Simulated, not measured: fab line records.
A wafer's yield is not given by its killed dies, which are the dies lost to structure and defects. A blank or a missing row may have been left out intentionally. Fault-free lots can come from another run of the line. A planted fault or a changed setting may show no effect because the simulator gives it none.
Which of the tools did it? ; flow sky130 ; 6 lots, 17 wafers sampled, at 3 steps of a route of 708

## WHAT EACH GAUGE READ, for each wafer
SKY_DNWELL_TW_MEAS_09.
lot;measured;on;DNWELL_TW
L269;day 3 08:46;film metro-04;1103 1111 1105
L271;day 3 20:46;film metro-01;1119 1123 1116
L277;day 5 12:25;film metro-02;1108 1104 1105
L279;day 5 20:10;film metro-01;1114 1113 1116
L285;day 7 00:44;film metro-02;1109 1109
L288;day 7 15:13;film metro-02;1096 1108 1104

## TOOL THAT RAN EACH LOT (tool first, then ch and the chambers of the sampled wafers, then the start)
lot;SKY_FIELD_ISO_ETCH_17;SKY_DNWELL_STRIP_08
L269;rie si-02 ch 1,2,3, day 2 11:10;plasma asher-03 ch 0,1, day 3 08:40
L271;rie si-02 ch 0,1, day 2 22:14;plasma asher-01 ch 0,1, day 3 20:40
L277;rie si-01 ch 0,2,3, day 4 04:02;plasma asher-01 ch 0,1, day 5 12:19
L279;rie si-02 ch 0,1,3, day 4 16:04;plasma asher-01 ch 0,1, day 5 20:04
L285;rie si-02 ch 0,2, day 5 22:56;plasma asher-03 ch 0,1, day 7 00:39
L288;rie si-02 ch 1,2,3, day 6 13:02;plasma asher-01 ch 0,1, day 7 15:07
- SKY_FIELD_ISO_ETCH_17: etches Si in HBr/Cl2/O2, target depth 342 nm, time 97.7 s.
- SKY_DNWELL_STRIP_08: strips in O2/N2.

## THE ANSWER, worked out from the rows above alone
Rule: usual is defined by the lots themselves. Put in order of their means at a reading, lots are off if they are a third of the lots or fewer, leave a main group of 4 or more, and stand apart from it by a gap of 3 or more times the standard deviation of the main group's means; of several such gaps the widest counts. The tables above print the reading to a certain number of digits; a main group whose means all agree to those digits is not used. Also off: a lot with no number at a reading for which 4 or more lots have one. All remaining lots with rows at the step are treated as sound.
Across all readings shown, no lot is off: no conclusion can be drawn from this.

## WHAT THE SIMULATOR HAD PUT IN
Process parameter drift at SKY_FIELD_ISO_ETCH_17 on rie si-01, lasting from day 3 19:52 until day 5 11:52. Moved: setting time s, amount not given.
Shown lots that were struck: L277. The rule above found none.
